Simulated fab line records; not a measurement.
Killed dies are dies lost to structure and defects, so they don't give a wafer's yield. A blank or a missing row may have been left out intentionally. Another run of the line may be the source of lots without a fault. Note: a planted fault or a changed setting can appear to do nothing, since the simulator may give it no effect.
A lot that was struck, set against a sound lot / flow sky130 / 23 out of 708 route steps
Sound: the wafers L206.2, L206.5, L206.6. Wafers L218.1, L218.3, L218.6 were the ones struck. The cause comes at the end.
Per side, at each step with rows, come the tool, then ch with its chambers, and then its first start. Under that, the readings that differ: sound wafers / struck wafers / difference of the means / sigmas: that difference in standard deviations of wafers without a fault.
alike: a reading whose means differ by less than 2 such deviations, as well as words and numbers matching on both sides. not compared: withheld readings; readings where some wafer has no value; bounds like >300 that might hide an equal value; numbers whose values overlap and for which the record gives no deviation.
The two part at a step that has a row with sigmas, a row that says differs or no value, or rows on one side only. When numbers do not overlap yet have no deviation, they are printed without sigmas and do not part them. A reading missing from all wafers of one side parts the sides only when that side holds two or more wafers.

first, 1 step without rows for these wafers: SKY_LI_CONTACT_PRE_CLEAN_18 (time 5.6 s).
SKY_LI_CONTACT_SPUTTER_19: material Ti, target thk 20 nm, time 106.37 s.
  struck on pvd sputter-03, day 36 07:17; sound on pvd sputter-02, day 32 19:22
  alike: cathode dc power W, throttle valve pct
SKY_LI_CONTACT_SPUTTER_20: material TiN, target thk 20 nm, time 80 s.
  struck on pvd sputter-03, day 36 07:21; sound on pvd sputter-02, day 32 19:27
  alike: cathode dc power W, throttle valve pct
SKY_LI_CONTACT_CVD_21: deposits W, target thk 400 nm, time 120.56 s.
  sound on cvd w-01 ch 0,1, day 32 19:31; struck on cvd w-01 ch 0,1, day 36 07:25
  alike: chamber pressure Torr, heater power outer w, heater power w
SKY_LI_CONTACT_RS_MEAS_22: measures by four-point-probe.
  struck on film metro-02, day 36 07:32; sound on film metro-03, day 32 19:39
  alike: LI_CONTACT_W_RS
SKY_LI_CONTACT_THK_MEAS_23: measures by xrf.
  struck on film metro-02, day 36 07:40; sound on film metro-03, day 32 19:46
  alike: LI_CONTACT_W_THK
SKY_LI_CONTACT_CMP_24: polishes, stops on PSG, t overpolish 20 s, target thk 0 nm.
  sound on cmp-01 ch 0,1,2, day 32 19:55; struck on cmp-02 ch 0,2, day 36 07:43
  alike: motor current A, overpolish run s, time to endpoint s
SKY_LOCAL_INTERCONNECT_SPUTTER_00: material TiN, target thk 100 nm, time 80.83 s.
  struck on pvd sputter-01, day 36 08:01; sound on pvd sputter-03, day 32 20:07
  alike: cathode dc power W, throttle valve pct
SKY_LOCAL_INTERCONNECT_RS_MEAS_01: measures by four-point-probe.
  struck on film metro-04, day 36 08:05; sound on film metro-04, day 32 20:12
  alike: LOCAL_INTERCONNECT_TIN_RS
SKY_LOCAL_INTERCONNECT_THK_MEAS_02: measures by xrf.
  struck on film metro-04, day 36 08:12; sound on film metro-04, day 32 20:19
  alike: LOCAL_INTERCONNECT_TIN_THK
then, 2 steps without rows for these wafers: SKY_LOCAL_INTERCONNECT_DEHYDRATE_03 (time 60 s); SKY_LOCAL_INTERCONNECT_HMDS_04 (prime time 60 s).
SKY_LOCAL_INTERCONNECT_COAT_05: resist thk 60 nm.
  sound on litho track-02 ch 0, day 33 09:04; struck on litho track-02 ch 0, day 36 20:11
  not compared: chill plate temp C
then, 5 steps without rows for these wafers: SKY_LOCAL_INTERCONNECT_COAT_06 (resist thk 450 nm); SKY_LOCAL_INTERCONNECT_SOFTBAKE_07 (time 90 s); SKY_LOCAL_INTERCONNECT_EXPOSE_08 (exposes mask LI1M, target cd 170 nm); SKY_LOCAL_INTERCONNECT_PEB_09; SKY_LOCAL_INTERCONNECT_DEVELOP_10 (develop time 60 s).
SKY_LOCAL_INTERCONNECT_CD_MEAS_11: the cd target is 170 nm.
  struck on cd sem-01, day 37 10:04; sound on cd sem-01, day 33 22:22
  alike: cd nm
SKY_LOCAL_INTERCONNECT_OVL_MEAS_12:
  struck on overlay-01, day 37 10:11; sound on overlay-02, day 33 22:28
  alike: LOCAL_INTERCONNECT_OVL
SKY_LOCAL_INTERCONNECT_ETCH_13: etches BARC in N2/H2, stops on SiO2, time 45.9 s, target depth 60 nm.
  sound on rie metal-02 ch 0,1, day 33 22:30; struck on rie metal-04 ch 1, day 37 10:13
reading=model.etch.depth nm (nm); sound=60.04 60.16 60.13; struck=60.86 60.76 60.73; difference=+0.67; sigmas=
  alike: bias w, drypump motor current A, oes product au, throttle valve pct
  not compared: rf hours counter h
then, 1 step without rows for these wafers: SKY_LOCAL_INTERCONNECT_METAL_ETCH_14 (etches TiN in Cl2/BCl3, stops on PSG, target depth 110 nm, time 31.4 s).
SKY_PAD_OPEN_PROBE_99:
  sound wafers here have rows in the record (prober-01, day 48 14:29); struck ones have none

== WHERE THEY PART ==
Within this record, at SKY_PAD_OPEN_PROBE_99 only.

WHY: whatever the simulator had introduced
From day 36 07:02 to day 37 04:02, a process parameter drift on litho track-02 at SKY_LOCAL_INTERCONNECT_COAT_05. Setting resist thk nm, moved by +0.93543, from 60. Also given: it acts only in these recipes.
